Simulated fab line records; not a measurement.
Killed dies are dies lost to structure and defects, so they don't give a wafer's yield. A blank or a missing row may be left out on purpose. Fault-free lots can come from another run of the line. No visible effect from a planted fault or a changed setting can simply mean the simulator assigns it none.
One fault seen from 2 desks | flow gf180mcu | each desk has only its own numbers; what lay behind them comes last

AT THE METROLOGY DESK
What the gauges read, lot by lot, whatever tool the lot ran on: means of the sampled wafers that have a number. A lot is out of limits, marked OUT, if its mean lies more than 4 standard deviations from the usual mean; the brackets give that distance.
Columns: A = HV_LDD_02_OVL at GF_HV_LDD_OVL_MEAS_32, usual -0.8 nm; B = HV_LDD_4_TW at GF_HV_LDD_TW_MEAS_50, usual 575; C = PSD_RS at GF_PSD_RS_MEAS_15, usual 109.88 ohm/sq
lot  | first seen here | A    | B             | C
L458 | day 11 16:00    | -2.0 | 579           | 109.95
L459 | day 12 03:59    | -1.5 | 577           | 109.63
L460 | day 12 11:43    | -0.9 | 577           | 110.27
L461 | day 12 18:04    | -1.7 | 578           | 109.86
L463 | day 13 09:49    | -1.4 | 571           | 110.26
L464 | day 13 19:50    | -2.0 | 569           | 110.05
L465 | day 14 04:14    | -0.6 | 574           | 109.54
L467 | day 15 06:50    | 1.1  | 574           | 109.71
L469 | day 15 13:07    | -1.2 | 571           | 109.92
L470 | day 15 18:44    | 0.2  | 539 (-12) OUT | 109.82
L471 | day 16 06:46    | -1.0 | 537 (-12) OUT | 109.83
L476 | day 17 23:04    | 0.1  | 577           | 109.64
L479 | day 18 21:20    | -1.6 | 572           | 109.70
L480 | day 19 00:55    | -1.4 | 575           | 110.31
This desk finds L470, L471 out of limits, with the earliest case on L470 at day 16 18:00 (HV_LDD_4_TW at GF_HV_LDD_TW_MEAS_50). Within limits: L458, L459, L460, L461, L463, L464, L465, L467, L469, L476, L479, L480.

FOR THE TOOL OWNER'S DESK: implanter-04
GF_HV_LDD_IMPLANT_48, tool's own readings: per-lot mean of the sampled wafers with a number, covering each lot this tool ran. A lot is out of limits, marked OUT, if its mean lies more than 4 standard deviations from the usual mean; the brackets give that distance.
Columns: A = beam on s at GF_HV_LDD_IMPLANT_48, usual 10.00 s; B = dose ions cm2 at GF_HV_LDD_IMPLANT_48, usual 3e+13; C = faraday current uA at GF_HV_LDD_IMPLANT_48, usual 169
lot  | first seen here | A               | B     | C
L459 | day 13 00:30    | 9.93            | 3e+13 | 171
L461 | day 13 14:09    | 10.06           | 3e+13 | 168
L463 | day 14 07:47    | 9.97            | 3e+13 | 170
L467 | day 16 05:08    | 10.22           | 3e+13 | 165
L470 | day 16 17:45    | 8.08 (-9.6) OUT | 3e+13 | 209 (+12) OUT
L471 | day 17 05:38    | 8.06 (-9.7) OUT | 3e+13 | 210 (+12) OUT
Finding of this desk: L470, L471 out of limits; the first was L470 at day 16 17:45, on beam on s at GF_HV_LDD_IMPLANT_48. Within limits: L459, L461, L463, L467.

PUT TOGETHER
The tool owner's desk had the chance to raise an alarm at day 16 17:45 on L470, L471.
At day 16 18:00 the metrology desk could have sounded an alarm, on L470, L471.
On implanter-04, each named lot ran GF_HV_LDD_IMPLANT_48.

WHAT WAS PUT IN BY THE SIMULATOR
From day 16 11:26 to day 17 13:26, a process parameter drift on implanter-04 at GF_HV_LDD_IMPLANT_48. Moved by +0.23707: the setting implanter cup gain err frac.
Shown lots that were struck: L470, L471.
Fault start to first reading out of limits, in hours, per desk: tool owner, 6; metrology, 7.
